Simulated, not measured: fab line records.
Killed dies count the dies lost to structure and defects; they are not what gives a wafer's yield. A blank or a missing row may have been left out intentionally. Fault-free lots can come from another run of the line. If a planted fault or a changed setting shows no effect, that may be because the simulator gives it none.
fab line records -- flow sky130
record: lots: 7, wafers: 21, lastDay: 50
route steps=708 shown METAL4@623 PAD_OPEN@708
lots untouched by any fault: they come from a run of this same line in which no faults occurred
startH: start of the lot's first displayed wafer, in hours after the record's first day -- waitH: hours since the lot's step before -- " identical to the entry in the row above -- L1.1+2: a row that stands for several wafers -- - no value, or no start was given -- * or withheld: withheld -- < > ~ a bound
route shown NAME@n: NAME is a module with steps in the file, n the number in the route of the first one -- usual: average and standard deviation across the fault-free wafers -- same: alike in all rows -- chamber/n: place in a boat -- sites: per-site readings -- _std_site: the values' standard deviation -- _edge_site: mean of outer sites minus mean of inner sites -- radiusMm: how far each site lies from the wafer's centre -- mask NAME#n: copy n -- behind: the tool/chamber that last shaped the wafer -- hold: why the lot was held/for how many hours/how that ended -- device: transistor that didn't switch, given as n, p or np -- end of line: tests run on the same wafers once the route is complete -- step lacking rows: just its recipe -- killed: the dies lost at the first sort to structure and to defects; this is not the yield of the wafer -- map: a wafer's dies, marking killed ones x, the rest . and places with no die _
set.NAME: the setting the step ran with; set.NAME@STEP: the setting that earlier step ran with -- model.NAME: the simulator's own value behind a step, which no gauge read
a table for each step, a row for each wafer; lots at some steps of the route
services: from which hour (startH, from the record's first day; less than 0 if before it) a tool's chamber was out of use, for how many hours, and why
== steps ==
step: SKY_METAL4_COAT_07
recipe: resist: BARC, tempC: withheld, timeS: withheld, spinRpm: 3000, resistThkNm: 60
step: SKY_METAL4_COAT_08
recipe: resist: KrF-thick, spinRpm: 3000, resistThkNm: 1140
step: SKY_METAL4_SOFTBAKE_09
recipe: tempC: 100, timeS: 90, resist: KrF-thick
step: SKY_METAL4_EXPOSE_10
recipe: maskId: MM4, na: 0.68, sourceShape: annular, sigmaInner: 0.4, sigmaOuter: 0.8, targetCdNm: 300, doseMj: 28
step: SKY_METAL4_PEB_11
recipe: pebTempC: withheld, pebTimeS: withheld, resist: KrF-thick
step: SKY_METAL4_DEVELOP_12
recipe: developTimeS: 60, resist: KrF-thick, devTempC: 21
step: SKY_METAL4_CD_MEAS_13
recipe: targetCdNm: 300
usual: cdNm: 299.6/1.6
lot.wafer,tool,chamber,startH,waitH,cdNm
L887.4,cdSem-01,-,990.73,-,296.2
L887.5,cdSem-01,-,990.73,-,299.2
L887.6,cdSem-01,-,990.73,-,298.0
L888.2,cdSem-02,-,993.51,-,301.5
L888.4,cdSem-02,-,993.51,-,301.2
L888.5,cdSem-02,-,993.51,-,299.2
L901.2,cdSem-02,-,1090.66,-,298.3
L901.5,cdSem-02,-,1090.66,-,299.1
L901.6,cdSem-02,-,1090.66,-,299.8
L902.1,cdSem-02,-,1097.52,-,299.4
L902.3,cdSem-02,-,1097.52,-,298.8
L902.4,cdSem-02,-,1097.52,-,298.7
L903.1,cdSem-02,-,1099.37,-,298.6
L903.2,cdSem-02,-,1099.37,-,298.2
L903.3,cdSem-02,-,1099.37,-,299.0
L907.2,cdSem-02,-,1114.83,-,298.4
L907.5,cdSem-02,-,1114.83,-,300.5
L907.6,cdSem-02,-,1114.83,-,298.1
L908.2,cdSem-02,-,1115.19,-,298.9
L908.5,cdSem-02,-,1115.19,-,300.2
L908.6,cdSem-02,-,1115.19,-,299.5
step: SKY_METAL4_OVL_MEAS_14
usual: METAL4_OVL: 1/5.3
lot.wafer,tool,chamber,startH,waitH,METAL4_OVL[nm]
L887.4,overlay-02,-,990.81,0.1,9
L887.5,overlay-02,-,990.81,0.1,5
L887.6,overlay-02,-,990.81,0.1,5
L888.2,overlay-02,-,993.61,0.1,2
L888.4,overlay-02,-,993.61,0.1,9
L888.5,overlay-02,-,993.61,0.1,3
L901.2,overlay-02,-,1090.76,0.1,0
L901.5,overlay-02,-,1090.76,0.1,-3
L901.6,overlay-02,-,1090.76,0.1,-2
L902.1,overlay-02,-,1097.64,0.1,-3
L902.3,overlay-02,-,1097.64,0.1,-3
L902.4,overlay-02,-,1097.64,0.1,-2
L903.1,overlay-01,-,1099.49,0.1,-2
L903.2,overlay-01,-,1099.49,0.1,-1
L903.3,overlay-01,-,1099.49,0.1,4
L907.2,overlay-01,-,1114.94,0.1,-4
L907.5,overlay-01,-,1114.94,0.1,-12
L907.6,overlay-01,-,1114.94,0.1,-3
L908.2,overlay-01,-,1115.30,0.1,3
L908.5,overlay-01,-,1115.30,0.1,6
L908.6,overlay-01,-,1115.30,0.1,-3
step: SKY_METAL4_DESCUM_15
recipe: chemistry: O2, sourcePowerW: 150, biasPowerW: 0, pressureMtorr: 10, tempC: 40, timeS: 8
usual: chamberPressureMTorr: 10.000/0.0092, drypumpMotorCurrentA: 5.90/0.18, oesProductAu: 1.000/0.0091, rfFwdPowerW: 146.9/0.56
lot.wafer,tool,chamber,startH,waitH,chamberPressureMTorr,drypumpMotorCurrentA,oesProductAu,rfFwdPowerW,rfHoursCounterH
L887.4,rieMetal-03,0,990.83,0.0,9.990,5.77,1.007,147.0,-
L887.5,rieMetal-03,0,990.83,0.0,9.997,5.74,1.004,146.1,-
L887.6,rieMetal-03,1,990.83,0.0,10.010,5.71,0.992,148.1,-
L888.2,rieMetal-01,0,993.64,0.0,10.007,6.02,1.008,147.3,17
L888.4,rieMetal-01,0,993.64,0.0,10.020,6.05,1.005,146.8,-
L888.5,rieMetal-01,1,993.64,0.0,9.995,5.73,0.989,146.7,-
L901.2,rieMetal-01,0,1090.79,0.0,9.998,6.02,1.017,147.6,22
L901.5,rieMetal-01,1,1090.79,0.0,9.998,5.73,0.984,146.4,-
L901.6,rieMetal-01,0,1090.79,0.0,9.986,6.03,1.006,147.3,-
L902.1,rieMetal-01,1,1097.67,0.0,9.997,5.73,0.989,146.2,9
L902.3,rieMetal-01,0,1097.67,0.0,10.001,5.98,1.007,146.9,-
L902.4,rieMetal-01,1,1097.67,0.0,9.999,5.73,0.997,146.2,-
L903.1,rieMetal-01,0,1099.52,0.0,9.998,6.03,1.011,146.7,23
L903.2,rieMetal-01,1,1099.52,0.0,10.008,5.73,1.008,146.9,9
L903.3,rieMetal-01,0,1099.52,0.0,10.018,6.03,1.004,147.2,-
L907.2,rieMetal-01,0,1114.97,0.0,9.994,6.02,1.015,147.0,24
L907.5,rieMetal-01,1,1114.97,0.0,9.985,5.71,1.008,146.5,-
L907.6,rieMetal-01,0,1114.97,0.0,9.995,6.01,1.004,147.3,-
L908.2,rieMetal-02,1,1115.33,0.0,9.996,5.83,0.990,145.6,4
L908.5,rieMetal-02,0,1115.33,0.0,10.012,6.17,0.997,146.9,-
L908.6,rieMetal-02,1,1115.33,0.0,10.012,5.85,0.992,146.2,-
step: SKY_METAL4_ETCH_16
recipe: chemistry: N2/H2, target: BARC, ionEnergyEv: 200, biasW: 100, pressureMtorr: 30, n2FlowSccm: 100, h2FlowSccm: 200, icpW: 500, stopOn: SiO2, timeS: 88.2, targetDepthA: 600
usual: biasW: 100.0/0.32, chamberPressureMTorr: 30.000/0.026, drypumpMotorCurrentA: 5.91/0.18, oesProductAu: 0.626/0.0047, rfFwdPowerW: 496.5/1.6, throttleValvePct: 13.205/0.0093
lot.wafer,tool,chamber,startH,waitH,biasW,chamberPressureMTorr,drypumpMotorCurrentA,oesProductAu,rfFwdPowerW,rfHoursCounterH,throttleValvePct
L887.4,rieMetal-03,0,990.89,0.0,100.3,29.988,5.77,0.627,497.9,-,13.218
L887.5,rieMetal-03,0,990.89,0.0,101.3,29.971,5.79,0.622,495.9,-,13.207
L887.6,rieMetal-03,1,990.89,0.0,100.0,29.988,5.72,0.629,496.0,-,13.204
L888.2,rieMetal-01,0,993.67,0.0,100.5,30.040,6.06,0.626,498.2,17,13.211
L888.4,rieMetal-01,0,993.67,0.0,100.4,30.028,6.06,0.618,499.5,-,13.215
L888.5,rieMetal-01,1,993.67,0.0,100.0,30.028,5.74,0.621,498.8,-,13.201
L901.2,rieMetal-01,0,1090.82,0.0,99.8,30.018,5.98,0.624,493.6,22,13.200
L901.5,rieMetal-01,1,1090.82,0.0,99.5,29.979,5.75,0.619,495.1,-,13.200
L901.6,rieMetal-01,0,1090.82,0.0,100.4,29.968,6.00,0.625,497.4,-,13.204
L902.1,rieMetal-01,1,1097.71,0.0,100.4,29.970,5.74,0.624,498.2,9,13.204
L902.3,rieMetal-01,0,1097.71,0.0,100.3,30.023,5.99,0.632,498.2,-,13.218
L902.4,rieMetal-01,1,1097.71,0.0,100.5,30.004,5.74,0.622,495.8,-,13.216
L903.1,rieMetal-01,0,1099.56,0.0,100.1,30.005,6.07,0.626,497.9,23,13.196
L903.2,rieMetal-01,1,1099.56,0.0,100.1,30.019,5.72,0.615,495.6,9,13.195
L903.3,rieMetal-01,0,1099.56,0.0,100.4,29.930,6.04,0.623,497.9,-,13.222
L907.2,rieMetal-01,0,1115.00,0.0,99.5,29.994,6.04,0.626,497.1,24,13.204
L907.5,rieMetal-01,1,1115.00,0.0,100.1,29.979,5.73,0.616,497.0,-,13.199
L907.6,rieMetal-01,0,1115.00,0.0,99.7,30.019,6.02,0.628,498.5,-,13.218
L908.2,rieMetal-02,1,1115.36,0.0,99.7,30.046,5.85,0.619,497.3,4,13.193
L908.5,rieMetal-02,0,1115.36,0.0,100.3,29.994,6.17,0.631,498.2,-,13.201
L908.6,rieMetal-02,1,1115.36,0.0,99.9,29.999,5.84,0.625,495.0,-,13.208
step: SKY_METAL4_ETCH_17
recipe: target: SiO2, stopOn: TiN, chemistry: C4F8/O2/Ar, sourceW: 1500, biasW: 1200, pressureMtorr: 40, c4f8FlowSccm: withheld, O2_flow_sccm: 6, Ar_flow_sccm: 300, timeS: 3.9, targetDepthA: 150
usual: biasW: 1200/3.4, chamberPressureMTorr: 40.00/0.037, oesProductAu: 0.753/0.0064, rfFwdPowerW: 1468/7.3
lot.wafer,tool,chamber,startH,waitH,biasW,chamberPressureMTorr,oesProductAu,rfFwdPowerW,rfHoursCounterH
L887.4,rieDiel-02,2,990.95,0.0,1202,39.96,0.759,1465,19
L887.5,rieDiel-02,2,990.95,0.0,1201,39.99,0.752,1461,-
L887.6,rieDiel-02,1,990.95,0.0,1205,40.03,0.753,1470,-
L888.2,rieDiel-02,2,993.77,0.1,1204,40.03,0.752,1463,19
L888.4,rieDiel-02,0,993.77,0.1,1200,40.01,0.753,1462,7
L888.5,rieDiel-02,1,993.77,0.1,1199,40.01,0.758,1477,-
L901.2,rieDiel-01,1,1090.92,0.1,1205,39.98,0.748,1462,26
L901.5,rieDiel-01,2,1090.92,0.1,1199,39.99,0.758,1478,-
L901.6,rieDiel-01,1,1090.92,0.1,1198,40.00,0.755,1462,-
L902.1,rieDiel-02,0,1097.80,0.1,1203,39.99,0.737,1469,11
L902.3,rieDiel-02,2,1097.80,0.1,1201,39.98,0.756,1462,22
L902.4,rieDiel-02,0,1097.80,0.1,1205,39.99,0.754,1474,-
L903.1,rieDiel-02,0,1099.65,0.1,1200,40.09,0.754,1463,11
L903.2,rieDiel-02,1,1099.65,0.1,1202,39.99,0.760,1476,11
L903.3,rieDiel-02,2,1099.65,0.1,1201,40.03,0.756,1458,22
L907.2,rieDiel-03,0,1115.10,0.1,1196,40.02,0.745,1464,28
L907.5,rieDiel-03,0,1115.10,0.1,1198,40.02,0.758,1455,-
L907.6,rieDiel-03,1,1115.10,0.1,1201,40.01,0.756,1468,-
L908.2,rieDiel-03,2,1115.46,0.1,1200,39.95,0.747,1461,5
L908.5,rieDiel-03,0,1115.46,0.1,1200,40.01,0.744,1458,-
L908.6,rieDiel-03,3,1115.46,0.1,1198,40.02,0.752,1487,-
step: SKY_METAL4_METAL_ETCH_18
recipe: targetDepthA: 8450, stopOn: SiO2, overEtchFrac: 0.3, timeS: 183.1, chemistry: Cl2/BCl3, resistSidewallDeg: 88, pressureMtorr: 10, icpW: 900, biasW: 48.5, Cl2_flow_sccm: 60, bcl3FlowSccm: 30
usual: bcl3FlowSccm: 29.99/0.091, biasW: 48.49/0.16, chamberPressureMTorr: 10.000/0.01, drypumpMotorCurrentA: 5.89/0.19, oesProductAu: 0.866/0.006, rfFwdPowerW: 896.7/2.8, throttleValvePct: 22.265/0.0093
lot.wafer,tool,chamber,startH,waitH,bcl3FlowSccm,biasW,chamberPressureMTorr,drypumpMotorCurrentA,oesProductAu,rfFwdPowerW,rfHoursCounterH,throttleValvePct
L887.4,rieMetal-02,0,991.03,0.1,30.08,48.48,10.005,6.19,0.864,893.1,-,22.256
L887.5,rieMetal-02,1,991.03,0.1,29.96,48.39,9.983,5.86,0.875,891.3,-,22.276
L887.6,rieMetal-02,0,991.03,0.1,30.12,48.40,10.016,6.21,0.863,898.6,-,22.267
L888.2,rieMetal-01,1,993.79,0.0,30.00,48.37,9.994,5.75,0.865,896.5,4,22.271
L888.4,rieMetal-01,1,993.79,0.0,29.83,48.58,10.000,5.73,0.863,894.3,-,22.281
L888.5,rieMetal-01,1,993.79,0.0,29.94,48.43,10.008,5.73,0.871,895.3,-,22.253
L901.2,rieMetal-03,1,1090.94,0.0,29.90,48.54,10.011,5.69,0.886,896.4,12,22.259
L901.5,rieMetal-03,0,1090.94,0.0,29.76,48.51,9.996,5.76,0.864,896.8,-,22.274
L901.6,rieMetal-03,1,1090.94,0.0,29.88,48.38,9.993,5.71,0.867,895.3,-,22.252
L902.1,rieMetal-02,1,1097.82,0.0,30.17,48.54,10.017,5.86,0.858,896.6,2,22.249
L902.3,rieMetal-02,0,1097.82,0.0,30.09,48.44,9.993,6.19,0.862,896.0,-,22.275
L902.4,rieMetal-02,1,1097.82,0.0,30.01,48.49,9.984,5.87,0.855,895.2,-,22.261
L903.1,rieMetal-02,1,1099.67,0.0,29.93,48.67,9.993,5.84,0.861,899.8,2,22.264
L903.2,rieMetal-02,0,1099.67,0.0,30.01,48.45,9.997,6.21,0.875,895.3,20,22.259
L903.3,rieMetal-02,0,1099.67,0.0,29.92,48.21,10.003,6.20,0.863,895.1,-,22.266
L907.2,rieMetal-03,1,1115.12,0.0,29.86,48.52,10.013,5.73,0.867,893.1,14,22.276
L907.5,rieMetal-03,0,1115.12,0.0,29.96,48.58,10.008,5.77,0.862,901.1,-,22.249
L907.6,rieMetal-03,1,1115.12,0.0,30.01,48.42,9.996,5.70,0.871,897.2,-,22.264
L908.2,rieMetal-01,0,1115.48,0.0,29.96,48.63,10.013,6.01,0.861,893.9,24,22.262
L908.5,rieMetal-01,1,1115.48,0.0,29.95,48.38,9.994,5.74,0.861,896.6,-,22.264
L908.6,rieMetal-01,0,1115.48,0.0,30.01,48.48,10.005,6.02,0.872,896.3,-,22.261
step: SKY_METAL4_STRIP_19
recipe: chemistry: O2/N2, powerW: 1400, pressureMtorr: 1500, platenTempC: withheld, o2FlowSccm: 3000, n2FlowSccm: 300, overashFraction: 0.5
usual: chamberPressureMTorr: 1500.0/1.3, drypumpMotorCurrentA: 5.6/0.47, o2FlowSccm: 3000/8.4, oesProductAu: 0.502/0.0053, overashFraction: 0.5/0, stripTimeToEndpointS: 6.54/0.067
lot.wafer,tool,chamber,startH,waitH,chamberPressureMTorr,drypumpMotorCurrentA,o2FlowSccm,oesProductAu,overashFraction,rfHoursCounterH,stripTimeToEndpointS
L887.4,plasmaAsher-02,1,991.18,0.1,1500.3,5.4,3001,0.507,0.5,-,6.49
L887.5,plasmaAsher-02,1,991.18,0.1,1502.5,5.4,3000,0.497,0.5,-,6.64
L887.6,plasmaAsher-02,0,991.18,0.1,1499.7,5.7,2995,0.504,0.5,-,6.52
L888.2,plasmaAsher-04,0,993.97,0.1,1499.8,6.3,2999,0.506,0.5,21,6.58
L888.4,plasmaAsher-04,0,993.97,0.1,1499.1,6.3,3004,0.515,0.5,-,6.61
L888.5,plasmaAsher-04,1,993.97,0.1,1497.2,5.0,3001,0.508,0.5,-,6.64
L901.2,plasmaAsher-04,0,1091.12,0.1,1499.4,6.3,2991,0.504,0.7,30,6.56
L901.5,plasmaAsher-04,0,1091.12,0.1,1502.6,6.3,2997,0.509,0.7,-,6.55
L901.6,plasmaAsher-04,1,1091.12,0.1,1499.2,5.0,2991,0.502,0.7,-,6.54
L902.1,plasmaAsher-04,0,1098.00,0.1,1501.0,6.3,3000,0.504,0.7,31,6.59
L902.3,plasmaAsher-04,1,1098.00,0.1,1498.9,5.0,3030,0.516,0.7,-,6.57
L902.4,plasmaAsher-04,0,1098.00,0.1,1499.7,6.3,2999,0.505,0.7,-,6.67
L903.1,plasmaAsher-04,0,1099.92,0.2,1500.3,6.3,2995,0.504,0.7,31,6.64
L903.2,plasmaAsher-04,1,1099.92,0.2,1502.0,5.0,3003,0.494,0.7,31,6.53
L903.3,plasmaAsher-04,1,1099.92,0.2,1502.1,5.0,2989,0.503,0.7,-,6.54
L907.2,plasmaAsher-01,1,1115.29,0.1,1501.1,5.7,3003,0.500,0.5,93,6.49
L907.5,plasmaAsher-01,1,1115.29,0.1,1499.4,5.7,2995,0.499,0.5,-,6.42
L907.6,plasmaAsher-01,0,1115.29,0.1,1500.3,5.4,2992,0.507,0.5,-,6.51
L908.2,plasmaAsher-01,0,1115.65,0.1,1499.9,5.4,3003,0.499,0.5,93,6.48
L908.5,plasmaAsher-01,1,1115.65,0.1,1500.2,5.7,2999,0.501,0.5,-,6.56
L908.6,plasmaAsher-01,0,1115.65,0.1,1500.2,5.3,3003,0.503,0.5,-,6.52
step: SKY_METAL4_STRIP_20
recipe: chemistry: postEtchResidueRemover, timeS: 1200, tempC: 72.5
step: SKY_PAD_OPEN_PROBE_99
usual: defectLimitedYield: 82.4/1.8, killed_at_M0_to_M3: 44/6.4, killed_at_M4_up: 3.6/2.1, killedAtContacts: 23/5.1, killedAtFrontEnd: 15/4.3, killedAtOther: 0.3/0.56, killedDies: 86/9, killedOpen: 47/6.4, killedShort: 39/5.8, sort_bin_3_pad_short: 0.8/0.46, sort_bin_5_function: 10.4/1.4, sort_bin_6_memory: 6.4/1.1, sortNPass: 406/9, sortYieldPct: 82.4/1.8
same: grossDies: 492, killedAtBackSide: 0, sort_bin_4_leakage[%]: 0, sort_bin_8_speed[%]: 0
lot.wafer,tool,chamber,startH,waitH,defectLimitedYield[%],killed_at_M0_to_M3,killed_at_M4_up,killedAtContacts,killedAtFrontEnd,killedAtOther,killedDies,killedOpen,killedShort,sort_bin_3_pad_short[%],sort_bin_5_function[%],sort_bin_6_memory[%],sortNPass,sortYieldPct[%]
L887.4,prober-01,-,1084.80,0.2,84.1,43,2,18,15,0,78,44,34,0.4,8.1,7.3,414,84.1
L887.5,prober-01,-,1084.85,0.2,85.4,38,5,17,11,1,72,38,34,0.6,8.9,5.1,420,85.4
L887.6,prober-01,-,1084.90,0.2,82.7,49,5,26,5,0,85,47,38,0.4,11.4,5.5,407,82.7
L888.2,prober-02,-,1086.80,0.1,83.7,46,1,17,15,1,80,39,41,0.6,9.1,6.5,412,83.7
L888.4,prober-02,-,1086.90,0.2,83.9,46,2,19,12,0,79,41,38,1.0,7.7,7.3,413,83.9
L888.5,prober-02,-,1086.95,0.2,82.9,48,2,20,14,0,84,39,45,1.2,9.3,6.5,408,82.9
L901.2,prober-01,-,1168.45,0.1,80.9,44,3,25,21,1,94,47,47,1.0,11.6,6.5,398,80.9
L901.5,prober-01,-,1168.60,0.2,81.3,51,1,24,16,0,92,44,48,1.2,9.6,7.9,400,81.3
L901.6,prober-01,-,1168.65,0.2,81.5,45,9,23,14,0,91,48,42,1.0,11.6,5.9,401,81.5
L902.1,prober-01,-,1175.56,0.1,79.9,53,4,26,14,2,99,52,47,1.2,11.0,7.9,393,79.9
L902.3,prober-01,-,1175.66,0.2,80.7,43,5,37,9,1,95,49,46,0.8,10.0,8.5,397,80.7
L902.4,prober-01,-,1175.71,0.2,83.9,46,4,18,11,0,79,46,33,0.8,8.1,7.1,413,83.9
L903.1,prober-02,-,1175.93,0.1,81.5,57,6,13,15,0,91,44,47,1.0,8.7,8.7,401,81.5
L903.2,prober-02,-,1175.98,0.1,83.3,42,1,21,18,0,82,44,38,1.8,9.8,5.1,410,83.3
L903.3,prober-02,-,1176.03,0.2,86.0,46,3,15,5,0,69,36,33,0.8,7.3,5.9,423,86.0
L908.2,prober-02,-,1194.08,0.1,82.1,40,1,23,24,0,88,43,45,0,11.0,6.9,404,82.1
L908.5,prober-02,-,1194.23,0.2,83.9,38,5,17,19,0,79,41,38,0.2,8.9,6.9,413,83.9
L908.6,prober-02,-,1194.28,0.2,81.9,44,1,22,22,0,89,51,37,0.2,12.2,5.7,403,81.9
L907.2,prober-01,-,1194.57,0.1,81.7,45,7,23,15,0,90,44,46,0.8,11.6,5.9,402,81.7
L907.5,prober-01,-,1194.72,0.2,82.3,52,4,18,13,0,87,53,34,0.2,11.2,6.3,405,82.3
L907.6,prober-01,-,1194.77,0.2,82.9,40,7,28,8,1,84,50,34,0.2,10.0,6.9,408,82.9
killed by level:class
L887.4 CONTACT:geometricParticle:open=10 VIA1:geometricParticle:open=9 METAL1:geometricParticle:short=7 VIA3:geometricParticle:open=7 FIELD_ISO:geometricParticle:short=5 LI_CONTACT:geometricParticle:open=4 METAL1:geometricParticle:open=4 VIA2:geometricParticle:open=4
L887.5 VIA3:geometricParticle:open=8 VIA1:geometricParticle:open=7 LOCAL_INTERCONNECT:geometricParticle:short=6 VIA2:geometricParticle:open=6 LI_CONTACT:geometricParticle:open=5 FIELD_ISO:geometricParticle:short=4 VIA2:geometricParticle:short=4 CONTACT:geometricParticle:open=3
L887.6 LI_CONTACT:geometricParticle:open=10 VIA1:geometricParticle:open=9 METAL1:geometricParticle:short=8 CONTACT:geometricParticle:open=7 VIA2:geometricParticle:open=6 VIA3:geometricParticle:open=6 CONTACT:geometricParticle:short=5 VIA3:geometricParticle:short=4
L888.2 VIA1:geometricParticle:open=9 METAL2:geometricParticle:short=9 METAL1:geometricParticle:short=8 LI_CONTACT:geometricParticle:open=6 FIELD_ISO:geometricParticle:open=5 VIA2:geometricParticle:open=5 LOCAL_INTERCONNECT:geometricParticle:short=4 METAL2:geometricParticle:open=4
L888.4 VIA3:geometricParticle:open=9 VIA3:geometricParticle:short=7 LI_CONTACT:geometricParticle:open=6 CONTACT:geometricParticle:open=6 METAL2:geometricParticle:short=6 VIA2:geometricParticle:open=6 VIA1:geometricParticle:short=5 VIA1:geometricParticle:open=5
L888.5 VIA1:geometricParticle:open=9 VIA3:geometricParticle:open=7 LI_CONTACT:geometricParticle:open=6 LOCAL_INTERCONNECT:geometricParticle:short=6 METAL2:geometricParticle:short=6 CONTACT:geometricParticle:open=5 METAL1:geometricParticle:short=5 VIA2:geometricParticle:open=5
L901.2 VIA1:geometricParticle:open=12 CONTACT:geometricParticle:open=8 FIELD_ISO:geometricParticle:short=6 LI_CONTACT:geometricParticle:open=6 LOCAL_INTERCONNECT:geometricParticle:short=6 METAL2:geometricParticle:short=6 VIA2:geometricParticle:open=6 POLY_GATE:geometricParticle:short=5
L901.5 VIA1:geometricParticle:open=12 CONTACT:geometricParticle:open=11 VIA1:geometricParticle:short=7 VIA3:geometricParticle:open=7 FIELD_ISO:geometricParticle:short=6 METAL2:geometricParticle:short=6 CONTACT:geometricParticle:short=5 VIA2:geometricParticle:open=5
L901.6 CONTACT:geometricParticle:open=10 VIA3:geometricParticle:open=9 METAL2:geometricParticle:short=8 METAL4:geometricParticle:short=7 FIELD_ISO:geometricParticle:open=6 VIA2:geometricParticle:open=5 LI_CONTACT:geometricParticle:open=4 CONTACT:geometricParticle:short=4
L902.1 VIA1:geometricParticle:open=11 CONTACT:geometricParticle:open=11 METAL2:geometricParticle:short=10 VIA2:geometricParticle:open=9 VIA2:geometricParticle:short=7 LOCAL_INTERCONNECT:geometricParticle:short=5 VIA1:geometricParticle:short=5 LI_CONTACT:geometricParticle:open=4
L902.3 CONTACT:geometricParticle:open=12 LI_CONTACT:geometricParticle:open=11 VIA2:geometricParticle:open=6 LOCAL_INTERCONNECT:geometricParticle:short=6 VIA1:geometricParticle:open=6 LI_CONTACT:geometricParticle:short=5 VIA2:geometricParticle:short=5 VIA3:geometricParticle:short=5
L902.4 VIA1:geometricParticle:open=10 VIA2:geometricParticle:open=10 METAL2:geometricParticle:short=6 FIELD_ISO:geometricParticle:open=5 CONTACT:geometricParticle:open=5 LI_CONTACT:geometricParticle:open=4 LOCAL_INTERCONNECT:geometricParticle:short=4 CONTACT:geometricParticle:short=4
L903.1 VIA1:geometricParticle:open=17 VIA1:geometricParticle:short=10 CONTACT:geometricParticle:open=7 METAL2:geometricParticle:short=7 VIA3:geometricParticle:open=6 METAL4:geometricParticle:short=6 FIELD_ISO:geometricParticle:open=4 POLY_GATE:geometricParticle:short=4
L903.2 METAL1:geometricParticle:short=10 CONTACT:geometricParticle:open=10 VIA1:geometricParticle:open=8 POLY_GATE:geometricParticle:short=5 VIA1:geometricParticle:short=5 POLY_GATE:geometricParticle:open=4 LI_CONTACT:geometricParticle:open=4 CONTACT:geometricParticle:short=4
L903.3 VIA1:geometricParticle:open=13 METAL1:geometricParticle:short=7 METAL2:geometricParticle:short=6 CONTACT:geometricParticle:open=6 VIA2:geometricParticle:open=6 LI_CONTACT:geometricParticle:open=5 VIA1:geometricParticle:short=4 VIA2:geometricParticle:short=4
L908.2 VIA3:geometricParticle:open=7 CONTACT:geometricParticle:open=7 VIA1:geometricParticle:open=7 FIELD_ISO:geometricParticle:short=6 LOCAL_INTERCONNECT:geometricParticle:short=6 VIA1:geometricParticle:short=6 METAL2:geometricParticle:short=6 FIELD_ISO:geometricParticle:open=5
L908.5 VIA1:geometricParticle:open=9 FIELD_ISO:geometricParticle:short=7 VIA3:geometricParticle:open=7 CONTACT:geometricParticle:open=6 METAL2:geometricParticle:short=6 LI_CONTACT:geometricParticle:open=5 CONTACT:geometricParticle:short=4 METAL1:geometricParticle:short=4
L908.6 CONTACT:geometricParticle:open=11 VIA1:geometricParticle:open=9 FIELD_ISO:geometricParticle:open=6 FIELD_ISO:geometricParticle:short=5 CONTACT:geometricParticle:short=5 VIA1:geometricParticle:short=5 VIA2:geometricParticle:open=5 METAL2:geometricParticle:short=5
L907.2 LI_CONTACT:geometricParticle:open=9 FIELD_ISO:geometricParticle:open=7 METAL1:geometricParticle:short=7 VIA1:geometricParticle:short=7 METAL2:geometricParticle:short=6 VIA3:geometricParticle:open=6 VIA1:geometricParticle:open=5 VIA2:geometricParticle:open=5
L907.5 VIA1:geometricParticle:open=18 VIA2:geometricParticle:open=9 CONTACT:geometricParticle:open=8 FIELD_ISO:geometricParticle:open=6 VIA3:geometricParticle:short=6 VIA3:geometricParticle:open=5 CONTACT:geometricParticle:short=4 METAL1:geometricParticle:short=4
L907.6 VIA1:geometricParticle:open=10 CONTACT:geometricParticle:open=9 VIA2:geometricParticle:open=9 METAL1:geometricParticle:short=8 CONTACT:geometricParticle:short=7 LI_CONTACT:geometricParticle:open=6 VIA3:geometricParticle:open=6 METAL4:geometricParticle:short=4
== services ==
tool,chamber,startH,hours,kind
rieMetal-01,1,976.91,5.8,repair
rieMetal-03,-,993.61,2.8,pm
plasmaAsher-04,-,1001.06,6.4,repair
rieMetal-01,1,1002.51,6.5,repair
rieMetal-01,-,1011.18,1.9,repair
rieMetal-02,0,1018.10,22.7,repair
plasmaAsher-04,-,1038.58,14.6,pm
rieMetal-02,1,1053.23,-,clean
rieMetal-02,1,1053.23,19.3,scheduledDown
rieMetal-02,1,1053.23,19.3,ventCycle
rieMetal-01,-,1058.47,14.6,pm
plasmaAsher-02,-,1068.74,48.6,repair
rieDiel-02,-,1072.34,0.7,repair
plasmaAsher-02,-,1073.56,2.8,repair
rieDiel-03,0,1081.59,7.7,repair
rieDiel-02,-,1089.82,2.8,pm
rieDiel-02,3,1093.73,12.4,repair
rieDiel-01,-,1097.33,0.8,repair
== key ==
firstSign: step: SKY_METAL4_STRIP_19, reading: overashFraction, direction: up, sigmas: 99+, usual: 0.5, struck: 0.7
effect none on later readings
metAt SKY_METAL4_STRIP_19
struckWafers L901.2,L901.5,L901.6,L902.1,L902.3,L902.4,L903.1,L903.2,L903.3
onsetBetween 993.97 1091.12
fault: kind: processParameterDrift, tool: plasmaAsher-04, chamber: -, onsetH: 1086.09, steps: SKY_METAL4_STRIP_19, channel: overashFraction, offset: 0.2, shape: step, endH: 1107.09, actsIn: theseRecipesOnly, stated: 0.5
